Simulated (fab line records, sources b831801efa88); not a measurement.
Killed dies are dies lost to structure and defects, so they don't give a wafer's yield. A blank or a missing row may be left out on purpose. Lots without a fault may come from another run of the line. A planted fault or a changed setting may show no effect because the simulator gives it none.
Which tool did it? | flow gf180mcu | 12 lots, 36 wafers sampled, at 6 steps of a route of 602

WHAT THE GAUGES READ, wafer by wafer
GF_M3_OVL_MEAS_15. Usual: M3_OVL 5 nm, standard deviation 4.8.
lot  | measured     | on         | M3_OVL (nm) | flag
L121 | day 21 21:32 | overlay-01 | -1 3 5      |
L122 | day 22 03:26 | overlay-02 | 10 10 13    |
L124 | day 22 20:05 | overlay-01 | 8 2 1       |
L126 | day 23 15:45 | overlay-02 | 4 -1 0      |
L127 | day 24 01:19 | overlay-02 | -2 -1 2     |
L128 | day 24 13:21 | overlay-01 | 9 10 8      |
L129 | day 24 14:53 | overlay-02 | 8 4 6       |
L130 | day 24 21:47 | overlay-02 | 14 9 14     |
L133 | day 25 22:35 | overlay-01 | 8 7 17      |
L140 | day 28 01:20 | overlay-02 | -1 3 8      |
L141 | day 28 04:24 | overlay-02 | 3 7 8       |
L142 | day 28 15:42 | overlay-01 | 7 1 3       |

GF_V3_OVL_MEAS_15. Usual: V3_OVL 0 nm, standard deviation 5.5.
lot  | measured     | on         | V3_OVL (nm) | flag
L121 | day 22 22:44 | overlay-02 | -4 -5 -3    |
L122 | day 23 02:56 | overlay-01 | 0 6 0       |
L124 | day 23 19:59 | overlay-01 | -8 -8 -12   |
L126 | day 24 15:20 | overlay-02 | -3 4 0      |
L127 | day 25 00:25 | overlay-01 | -2 -13 -1   |
L128 | day 25 11:47 | overlay-02 | 8 3 -5      |
L129 | day 25 12:44 | overlay-02 | 0 -1 -2     |
L130 | day 25 20:17 | overlay-02 | -6 1 -4     |
L133 | day 26 20:40 | overlay-01 | 2 5 3       |
L140 | day 28 22:32 | overlay-01 | 11 1 4      |
L141 | day 29 01:12 | overlay-01 | 1 8 5       |
L142 | day 29 12:05 | overlay-02 | 8 6 -3      |

GF_V4_RS_MEAS_24: measures by four-point-probe. Usual: V4_W_RS 0.327 ohm/sq, standard deviation 0.0036.
lot  | measured     | on            | V4_W_RS (ohm/sq)  | flag
L121 | day 24 22:42 | film_metro-01 | 0.320 0.324 0.324 |
L122 | day 25 02:25 | film_metro-02 | 0.329 0.329 0.330 |
L124 | day 25 18:32 | film_metro-01 | 0.331 0.331 0.327 |
L126 | day 26 13:01 | film_metro-01 | 0.319 0.321 0.325 |
L127 | day 26 22:05 | film_metro-04 | 0.329 0.325 0.325 |
L128 | day 27 08:25 | film_metro-01 | 0.329 0.322 0.326 |
L129 | day 27 08:48 | film_metro-02 | 0.325 0.328 0.325 |
L130 | day 27 16:43 | film_metro-01 | 0.313 0.316 0.313 | OFF
L133 | day 28 17:34 | film_metro-04 | 0.309 0.312 0.314 | OFF
L140 | day 30 15:26 | film_metro-02 | 0.332 0.324 0.327 |
L141 | day 30 16:55 | film_metro-01 | 0.323 0.332 0.329 |
L142 | day 31 04:28 | film_metro-02 | 0.323 0.329 0.327 |

GF_V4_THK_MEAS_25: measures by xrf. Usual: V4_W_THK 343 nm, standard deviation 6.1.
lot  | measured     | on            | V4_W_THK (nm) | flag
L121 | day 24 22:49 | film_metro-01 | 355 352 350   |
L122 | day 25 02:31 | film_metro-02 | 335 334 334   |
L124 | day 25 18:39 | film_metro-01 | 343 343 346   |
L126 | day 26 13:08 | film_metro-01 | 356 354 351   |
L127 | day 26 22:11 | film_metro-04 | 342 347 345   |
L128 | day 27 08:31 | film_metro-01 | 348 353 348   |
L129 | day 27 08:55 | film_metro-02 | 340 338 341   |
L130 | day 27 16:49 | film_metro-01 | 361 361 362   | OFF
L133 | day 28 17:41 | film_metro-04 | 362 360 356   |
L140 | day 30 15:32 | film_metro-02 | 334 341 340   |
L141 | day 30 17:02 | film_metro-01 | 352 343 345   |
L142 | day 31 04:34 | film_metro-02 | 340 336 336   |

WHICH TOOL RAN EACH LOT (tool, then ch and the chambers of the sampled wafers, then the start)
lot  | GF_V4_STRIP_18                       | GF_V4_CVD_23
L121 | plasma_asher-01 ch 0,1, day 24 21:57 | cvd_w-02 ch 0,1, day 24 22:35
L122 | plasma_asher-02 ch 0,1, day 25 01:38 | cvd_w-01 ch 0,1, day 25 02:18
L124 | plasma_asher-01 ch 0,1, day 25 17:47 | cvd_w-01 ch 0,1, day 25 18:25
L126 | plasma_asher-02 ch 0,1, day 26 12:15 | cvd_w-02 ch 0,1, day 26 12:53
L127 | plasma_asher-02 ch 0,1, day 26 21:18 | cvd_w-02 ch 0,1, day 26 21:58
L128 | plasma_asher-04 ch 0,1, day 27 07:39 | cvd_w-01 ch 0,1, day 27 08:17
L129 | plasma_asher-02 ch 0,1, day 27 07:58 | cvd_w-02 ch 0,1, day 27 08:41
L130 | plasma_asher-02 ch 0,1, day 27 15:56 | cvd_w-02 ch 0,1, day 27 16:36
L133 | plasma_asher-04 ch 0,1, day 28 16:48 | cvd_w-02 ch 0,1, day 28 17:26
L140 | plasma_asher-02 ch 0,1, day 30 14:39 | cvd_w-01 ch 0,1, day 30 15:17
L141 | plasma_asher-02 ch 0,1, day 30 16:10 | cvd_w-01 ch 0,1, day 30 16:48
L142 | plasma_asher-01 ch 0,1, day 31 03:42 | cvd_w-02 ch 0,1, day 31 04:20
- GF_V4_STRIP_18: strips in O2/N2.
- GF_V4_CVD_23: deposits W, target thk 350 nm, time 104.9 s.

WHAT THE TOOLS THEMSELVES READ (means of the sampled wafers that have a number; where no wafer has one, the mark that the record gives instead)
GF_V4_STRIP_18. Usual: drypump_motor_current_A 5.73 A, standard deviation 0.3; heater_power_w 324 W, standard deviation 25; n2_flow_sccm 300.2 sccm, standard deviation 0.92; oes_product_au 0.592 a.u., standard deviation 0.0047.
lot  | tool            | drypump_motor_current_A (A) | heater_power_w (W) | n2_flow_sccm (sccm) | oes_product_au (a.u.) | flag
L121 | plasma_asher-01 | 5.79                        | 344                | 299.7               | 0.591                 |
L122 | plasma_asher-02 | 5.52                        | 298                | 299.8               | 0.592                 |
L124 | plasma_asher-01 | 5.72                        | 361                | 301.1               | 0.593                 |
L126 | plasma_asher-02 | 5.54                        | 302                | 299.5               | 0.596                 |
L127 | plasma_asher-02 | 5.83                        | 310                | 300.5               | 0.589                 |
L128 | plasma_asher-04 | 5.73                        | 339                | 299.9               | 0.593                 |
L129 | plasma_asher-02 | 5.52                        | 302                | 300.7               | 0.588                 |
L130 | plasma_asher-02 | 5.82                        | 306                | 300.0               | 0.587                 |
L133 | plasma_asher-04 | 5.75                        | 331                | 299.7               | 0.590                 |
L140 | plasma_asher-02 | 5.53                        | 299                | 299.8               | 0.589                 |
L141 | plasma_asher-02 | 5.83                        | 310                | 300.4               | 0.586                 |
L142 | plasma_asher-01 | 5.81                        | 346                | 300.4               | 0.591                 |

GF_V4_CVD_23. Usual: chamber_pressure_Torr 39.99 Torr, standard deviation 0.099; heater_power_w 915 W, standard deviation 69.
lot  | tool     | chamber_pressure_Torr (Torr) | heater_power_w (W) | flag
L121 | cvd_w-02 | 39.94                        | 897                |
L122 | cvd_w-01 | 39.99                        | 890                |
L124 | cvd_w-01 | 40.02                        | 911                |
L126 | cvd_w-02 | 40.00                        | 936                |
L127 | cvd_w-02 | 39.93                        | 934                |
L128 | cvd_w-01 | 39.95                        | 884                |
L129 | cvd_w-02 | 39.96                        | 889                |
L130 | cvd_w-02 | 42.93                        | 951                | OFF
L133 | cvd_w-02 | 42.89                        | 949                | OFF
L140 | cvd_w-01 | 39.96                        | 907                |
L141 | cvd_w-01 | 40.07                        | 883                |
L142 | cvd_w-02 | 40.06                        | 946                |

THE ANSWER, worked out from the rows above alone
Rule: a lot is off if the mean of its wafers that have a number lies more than 3 standard deviations from the usual mean. A lot without any number at a reading at which 4 lots or more have one is off too. The other lots that the step has rows for count as sound. The gauges are gone through in route order, then the tools' own readings, and for those a lot's mean is taken as printed above. The first step at which some lot is off is used, and at that step the reading that is off furthest; a lot without a number counts as furthest.
Off: L130, L133, at GF_V4_RS_MEAS_24 (V4_W_RS).
A tool fits if, at a process step before that reading, it ran every lot that is off, and no sound lot after the first of them. The gauges at GF_V4_RS_MEAS_24 aren't tried: what is off there is off at GF_V4_CVD_23 too, on other tools, and a gauge's error can't cause that. None of those tried fits.

WHAT THE SIMULATOR HAD PUT IN
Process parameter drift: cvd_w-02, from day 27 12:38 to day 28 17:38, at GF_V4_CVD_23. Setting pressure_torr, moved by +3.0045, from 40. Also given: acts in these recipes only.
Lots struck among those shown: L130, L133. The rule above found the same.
